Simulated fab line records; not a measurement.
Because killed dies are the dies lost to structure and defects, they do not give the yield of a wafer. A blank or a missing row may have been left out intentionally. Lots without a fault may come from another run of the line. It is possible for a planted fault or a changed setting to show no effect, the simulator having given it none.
fab line records | flow gf180mcu
[record] lots = 13 | wafers = 39 | lastDay = 35
route steps=602 shown HV_LDD@180 CONTACT@313 M1@330 V1@351
lots with no fault: from the same line, run without faults
startH: hours from the record's opening day to when the first of the lot's shown wafers began | waitH: how many hours have passed since the lot's step before this one | " repeats the value in the row above | L1.1+2: a row that stands for several wafers | - no value, or no start was given | * or withheld: withheld | < > ~ a bound
route shown NAME@n: names a module that has steps shown in the file, with the first one's number in the route | usual: mean and standard deviation over wafers with no fault | same: alike in all rows | chamber/n: place in a boat | sites: each site's reading | _std_site: the values' standard deviation | _edge_site: outer sites' mean less inner sites' | radiusMm: for every site, how far away it sits from the centre of the wafer | mask NAME#n: copy n | behind: the most recent tool/chamber to have shaped the wafer | hold: the reason the lot was held/the length of the hold in hours/how it ended | device: which transistor (n, p or np) failed to switch | end of line: tests of these same wafers at the route's end | a step given without rows: its recipe and nothing more | killed: count of dies lost to structure and defects at first sort (not the wafer's yield) | map: the dies of a wafer, with x for killed, . for not killed, _ for no die there
set.NAME: the setting as run; set.NAME@STEP: as run at that earlier step | model.NAME: the simulator's own value behind a step, which no gauge read
one table for each step of the route and one row for each wafer, over a sample of lots
services: when a tool's chamber went out of use (startH, in hours from the record's first day, below 0 if earlier), for how many hours, and the reason
[[steps]]
[step GF_HV_LDD_EXPOSE_04]
[recipe] maskId = Nplus_LV_AREA | targetCdNm = 400 | na = 0.6 | sourceShape = conventional | sigmaOuter = 0.6 | doseMj = 142.3
lot.wafer  | tool            | chamber | startH | waitH | mask
L832.2+5+6 | ilineStepper-02 | 0       | 233.72 | -     | Nplus_LV_AREA#0
L833.3+5+6 | ilineStepper-02 | 0       | 246.10 | -     | Nplus_LV_AREA#0
L835.1+3+5 | ilineStepper-01 | 0       | 258.74 | -     | Nplus_LV_AREA#0
L839.1+4+6 | ilineStepper-01 | 0       | 285.84 | -     | Nplus_LV_AREA#0
L841.1+2+6 | ilineStepper-02 | 0       | 303.18 | -     | Nplus_LV_AREA#0
L843.1+3+6 | ilineStepper-01 | 0       | 315.59 | -     | Nplus_LV_AREA#0
L845.2+3+4 | ilineStepper-01 | 0       | 329.84 | -     | Nplus_LV_AREA_R1#0
L846.2+3+5 | ilineStepper-02 | 0       | 339.96 | -     | Nplus_LV_AREA#0
L847.2+4+6 | ilineStepper-01 | 0       | 344.91 | -     | Nplus_LV_AREA#0
L850.4+5+6 | ilineStepper-01 | 0       | 365.40 | -     | Nplus_LV_AREA#0
L851.1+5+6 | ilineStepper-02 | 0       | 370.44 | -     | Nplus_LV_AREA#0
L852.1+3+4 | ilineStepper-01 | 0       | 378.94 | -     | Nplus_LV_AREA#0
L853.1+3+4 | ilineStepper-01 | 0       | 385.71 | -     | Nplus_LV_AREA#0
[step GF_HV_LDD_CD_MEAS_07]
[recipe] targetCdNm = 400
[usual] cdNm = 399.6/2.2
lot.wafer | tool     | chamber | startH | waitH | cdNm
L832.2    | cdSem-01 | -       | 244.13 | 0.1   | 396.5
L832.5    | "        | -       | "      | "     | 395.8
L832.6    | "        | -       | "      | "     | 397.5
L833.3    | cdSem-02 | -       | 256.81 | 0.1   | 399.6
L833.5    | "        | -       | "      | "     | 400.5
L833.6    | "        | -       | "      | "     | 399.7
L835.1    | cdSem-01 | -       | 269.56 | 0.1   | 396.0
L835.3    | "        | -       | "      | "     | 395.9
L835.5    | "        | -       | "      | "     | 398.8
L839.1    | cdSem-01 | -       | 295.32 | 0.1   | 403.9
L839.4    | "        | -       | "      | "     | 402.1
L839.6    | "        | -       | "      | "     | 403.4
L841.1    | cdSem-01 | -       | 313.22 | 0.1   | 400.3
L841.2    | "        | -       | "      | "     | 400.3
L841.6    | "        | -       | "      | "     | 400.0
L843.1    | cdSem-01 | -       | 326.91 | 0.1   | 403.1
L843.3    | "        | -       | "      | "     | 400.6
L843.6    | "        | -       | "      | "     | 402.4
L845.2    | cdSem-02 | -       | 340.14 | 0.1   | 319.9
L845.3    | "        | -       | "      | "     | 320.5
L845.4    | "        | -       | "      | "     | 320.3
L846.2    | cdSem-01 | -       | 351.74 | 0.1   | 400.4
L846.3    | "        | -       | "      | "     | 401.3
L846.5    | "        | -       | "      | "     | 400.5
L847.2    | cdSem-02 | -       | 356.03 | 0.1   | 398.6
L847.4    | "        | -       | "      | "     | 398.2
L847.6    | "        | -       | "      | "     | 397.9
L850.4    | cdSem-02 | -       | 377.03 | 0.1   | 403.2
L850.5    | "        | -       | "      | "     | 401.4
L850.6    | "        | -       | "      | "     | 402.1
L851.1    | cdSem-02 | -       | 382.42 | 0.1   | 396.8
L851.5    | "        | -       | "      | "     | 396.7
L851.6    | "        | -       | "      | "     | 397.8
L852.1    | cdSem-02 | -       | 390.57 | 0.1   | 401.5
L852.3    | "        | -       | "      | "     | 401.8
L852.4    | "        | -       | "      | "     | 401.6
L853.1    | cdSem-02 | -       | 397.32 | 0.1   | 401.8
L853.3    | "        | -       | "      | "     | 401.7
L853.4    | "        | -       | "      | "     | 401.9
[step GF_CONTACT_THK_MEAS_26]
[recipe] thkMeasGauge = xrf | reads = W_of_CONTACT_CVD_24
[usual] CONTACT_W_THK = 301/4.7
lot.wafer | tool         | chamber | startH | waitH | CONTACT_W_THK[nm]
L832.2    | filmMetro-04 | -       | 407.97 | 0.1   | 296
L832.5    | "            | -       | "      | "     | 300
L832.6    | "            | -       | "      | "     | 298
L833.3    | filmMetro-04 | -       | 421.08 | 0.1   | 300
L833.5    | "            | -       | "      | "     | 300
L833.6    | "            | -       | "      | "     | 297
L835.1    | filmMetro-02 | -       | 437.20 | 0.1   | 307
L835.3    | "            | -       | "      | "     | 305
L835.5    | "            | -       | "      | "     | 311
L839.1    | filmMetro-03 | -       | 466.61 | 0.1   | 296
L839.4    | "            | -       | "      | "     | 298
L839.6    | "            | -       | "      | "     | 301
L841.1    | filmMetro-04 | -       | 488.75 | 0.1   | 293
L841.2    | "            | -       | "      | "     | 303
L841.6    | "            | -       | "      | "     | 290
L843.1    | filmMetro-04 | -       | 504.25 | 0.1   | 307
L843.3    | "            | -       | "      | "     | 300
L843.6    | "            | -       | "      | "     | 307
L845.2    | filmMetro-03 | -       | 519.42 | 0.1   | 297
L845.3    | "            | -       | "      | "     | 298
L845.4    | "            | -       | "      | "     | 292
L846.2    | filmMetro-04 | -       | 530.31 | 0.1   | 301
L846.3    | "            | -       | "      | "     | 301
L846.5    | "            | -       | "      | "     | 297
L847.2    | filmMetro-04 | -       | 535.66 | 0.1   | 295
L847.4    | "            | -       | "      | "     | 301
L847.6    | "            | -       | "      | "     | 301
L850.4    | filmMetro-03 | -       | 556.19 | 0.1   | 301
L850.5    | "            | -       | "      | "     | 292
L850.6    | "            | -       | "      | "     | 301
L851.1    | filmMetro-02 | -       | 561.50 | 0.1   | 305
L851.5    | "            | -       | "      | "     | 309
L851.6    | "            | -       | "      | "     | 304
L852.1    | filmMetro-02 | -       | 569.80 | 0.1   | 310
L852.3    | "            | -       | "      | "     | 310
L852.4    | "            | -       | "      | "     | 303
L853.1    | filmMetro-04 | -       | 577.95 | 0.1   | 297
L853.3    | "            | -       | "      | "     | 303
L853.4    | "            | -       | "      | "     | 298
[step GF_M1_OVL_MEAS_15]
[usual] M1_OVL = 0/6
lot.wafer | tool       | chamber | startH | waitH | M1_OVL[nm]
L832.2    | overlay-01 | -       | 432.47 | 0.1   | -9
L832.5    | "          | -       | "      | "     | -3
L832.6    | "          | -       | "      | "     | -11
L833.3    | overlay-02 | -       | 445.75 | 0.1   | 4
L833.5    | "          | -       | "      | "     | 3
L833.6    | "          | -       | "      | "     | 2
L835.1    | overlay-02 | -       | 463.71 | 0.1   | 0
L835.3    | "          | -       | "      | "     | -7
L835.5    | "          | -       | "      | "     | 2
L839.1    | overlay-02 | -       | 492.63 | 0.1   | -3
L839.4    | "          | -       | "      | "     | 0
L839.6    | "          | -       | "      | "     | -4
L841.1    | overlay-01 | -       | 514.24 | 0.1   | 2
L841.2    | "          | -       | "      | "     | 5
L841.6    | "          | -       | "      | "     | 8
L843.1    | overlay-02 | -       | 529.59 | 0.1   | 3
L843.3    | "          | -       | "      | "     | 6
L843.6    | "          | -       | "      | "     | 11
L845.2    | overlay-01 | -       | 544.51 | 0.1   | 3
L845.3    | "          | -       | "      | "     | 1
L845.4    | "          | -       | "      | "     | 2
L846.2    | overlay-01 | -       | 554.99 | 0.1   | 7
L846.3    | "          | -       | "      | "     | 1
L846.5    | "          | -       | "      | "     | -5
L847.2    | overlay-01 | -       | 560.48 | 0.1   | 1
L847.4    | "          | -       | "      | "     | -1
L847.6    | "          | -       | "      | "     | 1
L850.4    | overlay-01 | -       | 580.48 | 0.1   | -2
L850.5    | "          | -       | "      | "     | -8
L850.6    | "          | -       | "      | "     | 4
L851.1    | overlay-01 | -       | 585.64 | 0.1   | -1
L851.5    | "          | -       | "      | "     | 5
L851.6    | "          | -       | "      | "     | 3
L852.1    | overlay-01 | -       | 592.89 | 0.1   | -1
L852.3    | "          | -       | "      | "     | 3
L852.4    | "          | -       | "      | "     | -4
L853.1    | overlay-01 | -       | 601.00 | 0.1   | -11
L853.3    | "          | -       | "      | "     | -8
L853.4    | "          | -       | "      | "     | -1
[step GF_V1_ETCH_16]
[recipe] chemistry = N2/H2 | targetDepthA = withheld | overetchA = withheld | timeS = withheld | target = BARC | ionEnergyEv = 200 | sourceW = 500 | biasW = 100 | pressureMtorr = 30 | n2FlowSccm = 100 | h2FlowSccm = 200
[usual] drypumpMotorCurrentA = 5.8/0.4 | oesProductAu = 0.855/0.0053 | throttleValvePct = 13.225/0.01
lot.wafer | tool       | chamber | startH | waitH | drypumpMotorCurrentA | oesProductAu | throttleValvePct
L832.2    | rieDiel-04 | 0       | 458.82 | 0.0   | 5.0                  | 0.848        | 13.224
L832.5    | "          | 2       | "      | "     | 5.6                  | 0.851        | 13.226
L832.6    | "          | 0       | "      | "     | 5.0                  | 0.851        | 13.239
L833.3    | rieDiel-03 | 3       | 472.92 | 0.0   | 5.6                  | 0.857        | 13.234
L833.5    | "          | 2       | "      | "     | 6.5                  | 0.849        | 13.218
L833.6    | "          | 1       | "      | "     | 5.9                  | 0.864        | 13.235
L835.1    | rieDiel-02 | 2       | 490.47 | 0.0   | 5.9                  | 0.859        | 13.231
L835.3    | "          | 0       | "      | "     | 6.2                  | 0.856        | 13.214
L835.5    | "          | 1       | "      | "     | 6.1                  | 0.850        | 13.213
L839.1    | rieDiel-03 | 2       | 518.97 | 0.0   | 6.4                  | 0.850        | 13.219
L839.4    | "          | 0       | "      | "     | 5.8                  | 0.854        | 13.233
L839.6    | "          | 3       | "      | "     | 5.7                  | 0.858        | 13.247
L841.1    | rieDiel-04 | 3       | 539.84 | 0.0   | 5.8                  | 0.859        | 13.243
L841.2    | "          | 0       | "      | "     | 5.0                  | 0.864        | 13.220
L841.6    | "          | 0       | "      | "     | 5.0                  | 0.856        | 13.218
L843.1    | rieDiel-03 | 0       | 555.21 | 0.0   | 5.8                  | 0.859        | 13.213
L843.3    | "          | 1       | "      | "     | 5.9                  | 0.846        | 13.242
L843.6    | "          | 3       | "      | "     | 5.7                  | 0.854        | 13.231
L845.2    | rieDiel-03 | 2       | 569.09 | 0.0   | 6.5                  | 0.852        | 13.228
L845.3    | "          | 1       | "      | "     | 5.9                  | 0.856        | 13.208
L845.4    | "          | 0       | "      | "     | 5.8                  | 0.855        | 13.221
L846.2    | rieDiel-04 | 2       | 579.67 | 0.0   | 5.5                  | 0.854        | 13.235
L846.3    | "          | 1       | "      | "     | 5.4                  | 0.840        | 13.219
L846.5    | "          | 2       | "      | "     | 5.5                  | 0.860        | 13.198
L847.2    | rieDiel-03 | 3       | 585.02 | 0.0   | 5.7                  | 0.855        | 13.213
L847.4    | "          | 2       | "      | "     | 6.5                  | 0.860        | 13.230
L847.6    | "          | 0       | "      | "     | 5.8                  | 0.850        | 13.214
L850.4    | rieDiel-04 | 0       | 605.11 | 0.0   | 5.0                  | 0.857        | 13.233
L850.5    | "          | 1       | "      | "     | 5.3                  | 0.856        | 13.231
L850.6    | "          | 0       | "      | "     | 5.0                  | 0.861        | 13.229
L851.1    | rieDiel-02 | 0       | 610.39 | 0.0   | 6.2                  | 0.850        | 13.222
L851.5    | "          | 1       | "      | "     | 6.1                  | 0.850        | 13.236
L851.6    | "          | 2       | "      | "     | 5.9                  | 0.847        | 13.220
L852.1    | rieDiel-02 | 2       | 615.52 | 0.0   | 5.9                  | 0.857        | 13.208
L852.3    | "          | 3       | "      | "     | 5.4                  | 0.845        | 13.210
L852.4    | "          | 1       | "      | "     | 6.2                  | 0.843        | 13.230
L853.1    | rieDiel-02 | 1       | 624.56 | 0.0   | 6.2                  | 0.856        | 13.232
L853.3    | "          | 3       | "      | "     | 5.4                  | 0.848        | 13.236
L853.4    | "          | 0       | "      | "     | 6.2                  | 0.855        | 13.239
[[services]]
tool            | chamber | startH | hours | kind
ilineStepper-02 | -       | 210.45 | 10.8  | repair
rieDiel-03      | 1       | 220.54 | 5.8   | repair
ilineStepper-01 | -       | 228.96 | 4.7   | repair
rieDiel-03      | -       | 254.62 | 2.8   | pm
rieDiel-04      | 1       | 257.50 | 4.7   | repair
rieDiel-03      | 2       | 271.14 | 5.2   | repair
rieDiel-04      | 1       | 275.63 | 1.4   | repair
ilineStepper-01 | -       | 306.38 | 1.7   | pm
rieDiel-02      | -       | 306.91 | 0.5   | repair
ilineStepper-01 | -       | 318.32 | 2.1   | pm
ilineStepper-02 | -       | 348.12 | 1.0   | repair
rieDiel-03      | 0       | 369.07 | 3.5   | repair
rieDiel-02      | -       | 374.34 | 15.6  | pm
ilineStepper-02 | -       | 421.29 | 1.7   | pm
rieDiel-03      | 1       | 430.70 | 3.9   | repair
ilineStepper-02 | -       | 431.80 | 0.7   | repair
ilineStepper-02 | -       | 440.50 | 1.7   | repair
ilineStepper-02 | -       | 455.73 | 7.2   | repair
ilineStepper-01 | -       | 465.19 | 0.8   | pm
rieDiel-03      | 3       | 524.56 | 3.4   | repair
ilineStepper-01 | -       | 524.61 | 1.7   | pm
rieDiel-03      | 2       | 550.29 | 11.7  | repair
rieDiel-03      | -       | 591.27 | 0.1   | repair
ilineStepper-02 | -       | 617.03 | 2.1   | pm
[[key]]
[firstSign] step = GF_HV_LDD_EXPOSE_04 | reading = mask | direction = changed
[effect] step = GF_HV_LDD_CD_MEAS_07 | reading = cdNm | direction = down | sigmas = 36 | usual = 399.6 | struck = 320.3
metAt GF_HV_LDD_EXPOSE_04
struckLots L845
testerLeftOut L845
notActingAt GF_CONTACT_THK_MEAS_26,GF_M1_OVL_MEAS_15,GF_V1_ETCH_16
onsetBetween 315.59 329.84
[fault] kind = wrongMask | tool = any | chamber = - | onsetH = 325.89 | steps = GF_HV_LDD_EXPOSE_04 | auxCopy = Nplus_LV_AREA_R1#0 | cdOffsetNm = -80 | scope = struckLotsOnly
// testerLeftOut: of these lots the tester's yield and bins aren't shown, on N5 and GAA mostly nor the transistor test; their killed dies are dies lost to structure and defects alone, not to doping, threshold or leakage, so they don't give the yield
